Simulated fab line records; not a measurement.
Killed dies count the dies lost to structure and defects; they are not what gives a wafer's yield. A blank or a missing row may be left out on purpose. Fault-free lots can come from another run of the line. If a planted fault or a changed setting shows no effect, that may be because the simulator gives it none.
A struck lot beside a sound one -- flow sky130 -- 26 steps out of a route of 708
Sound: the wafers L348.3, L348.5, L348.6. Wafers struck: L336.2, L336.3, L336.6. The cause is named last.
For every step that has rows: the tool of each side, followed by ch and its chambers, followed by its first start. Under that, the readings that differ: sound wafers -- struck wafers -- difference of the means -- sigmas: that difference in standard deviations of wafers without a fault.
alike: same words and numbers on both sides, and readings whose means sit less than 2 such deviations apart. not compared: any withheld reading, any reading some wafer has no value for, any bound like >300 that may hide the same value, and any number with overlapping values for which the record gives no deviation.
The two part at a step that has a row with sigmas, a row that says differs or no value, or rows on one side only. Numbers that don't overlap but have no deviation are shown without sigmas and don't part them. A reading missing from all wafers of one side parts the sides only when that side holds two or more wafers.

first, 6 steps without rows for these wafers: SKY_SD_N_IMPLANT_10; SKY_SD_N_STRIP_11 (strips in O2/N2); SKY_SD_N_CLEAN_13 (cleans in SC1/SC2, time 150 s); SKY_SD_N_RTA_14 (time 2 s); SKY_SALICIDE_CLEAN_00 (cleans in HF-last, time 30 s); SKY_LI_CONTACT_HDPCVD_00 (deposits PSG, target thk 930 nm, time 160 s).
SKY_LI_CONTACT_CMP_02: polishes PSG.
  sound on cmp-01 ch 1,2,3, day 35 19:52; struck on cmp-01 ch 0,1, day 31 10:10
  no value came back on the struck wafers for edge zone pressure frac, head pressure psi (psi), motor current A (A), time to endpoint s (s); on the sound wafers edge zone pressure frac reads 1.004 0.998 0.999
reading,sound,struck,difference,sigmas
model.PSG_of_LI_CONTACT_HDPCVD_00.thk nm (nm),596.6 596.7 597.3,959.2 971.4 941.3,+360.4,
SKY_LI_CONTACT_BOW_MEAS_03:
  sound: film metro-02 at day 35 20:07; struck: film metro-04 at day 31 10:29
reading,sound,struck,difference,sigmas
LI_CONTACT_BOW (um),55 57 60,71 85 75,+20,+3
then, 9 steps without rows for these wafers: SKY_LI_CONTACT_DEHYDRATE_04 (time 60 s); SKY_LI_CONTACT_HMDS_05 (prime time 60 s); SKY_LI_CONTACT_COAT_06 (resist thk 60 nm); SKY_LI_CONTACT_COAT_07 (resist thk 450 nm); SKY_LI_CONTACT_SOFTBAKE_08 (time 90 s); SKY_LI_CONTACT_EXPOSE_09 (exposes mask LICM1, target cd 170 nm); SKY_LI_CONTACT_PEB_10; SKY_LI_CONTACT_DEVELOP_11 (develop time 60 s); SKY_LI_CONTACT_ETCH_14 (etches BARC in N2/H2, stops on SiO2, time 45.9 s, target depth 60 nm).
SKY_LI_CONTACT_ETCH_15: etches PSG in C4F8/O2/Ar, stops on Si, target depth 600 nm.
  sound on rie diel-03 ch 0,1, day 36 22:44; struck on rie diel-03 ch 0,2, day 32 13:23
reading,sound,struck,difference,sigmas
oes product au (a.u.),0.847 0.840 0.841,1.645 1.624 1.644,+0.795,+99 or more
model.LI_CONTACT.feature depth nm (nm),596.6 596.7 597.3,817 799.4 818.9,+215,
model.etch.depth nm (nm),596.6 596.7 597.3,817 799.4 818.9,+215,
then, 6 steps without rows for these wafers: SKY_LI_CONTACT_STRIP_16 (strips in O2/N2); SKY_LI_CONTACT_CLEAN_17 (cleans in NMP, time 600 s); SKY_LI_CONTACT_PRE_CLEAN_18 (time 5.6 s); SKY_LI_CONTACT_SPUTTER_19 (material Ti, target thk 20 nm, time 106.37 s); SKY_LI_CONTACT_SPUTTER_20 (material TiN, target thk 20 nm, time 80 s); SKY_LI_CONTACT_CVD_21 (deposits W, target thk 400 nm, time 120.56 s).
SKY_LI_CONTACT_CMP_24: polishes, stops on PSG, t overpolish 20 s, target thk 0 nm.
  sound on cmp-02 ch 0,2,3, day 36 23:40; struck on cmp-01 ch 0,1,3, day 32 14:19
reading,sound,struck,difference,sigmas
model.PSG_of_LI_CONTACT_HDPCVD_00.thk nm (nm),587.1 587.2 587.8,949.7 961.9 931.9,+360.5,
  alike: edge zone pressure frac, head pressure psi, motor current A
-- the record jumps here: 16 days lie between the struck wafers' starts before and after (it left off in module LI_CONTACT and takes up again in module PAD_OPEN, whose first step shown is number 708 of the route) --
SKY_PAD_OPEN_PROBE_99:
  sound: prober-02 at day 51 01:55; struck: prober-01 at day 48 07:38
reading,sound,struck,difference,sigmas
killed at contacts,26 22 22,422 424 423,+400,+80
killed dies,95 89 67,492 492 492,+408,+41
killed on rim,20 16 18,96 96 96,+78,+20
  alike: killed_at_M0_to_M3, killed_at_M4_up, killed at front end, killed at other, killed open, killed short

## WHERE THEY PART
First at SKY_LI_CONTACT_CMP_02; last, within this record, at SKY_PAD_OPEN_PROBE_99.

WHY: whatever the simulator had introduced
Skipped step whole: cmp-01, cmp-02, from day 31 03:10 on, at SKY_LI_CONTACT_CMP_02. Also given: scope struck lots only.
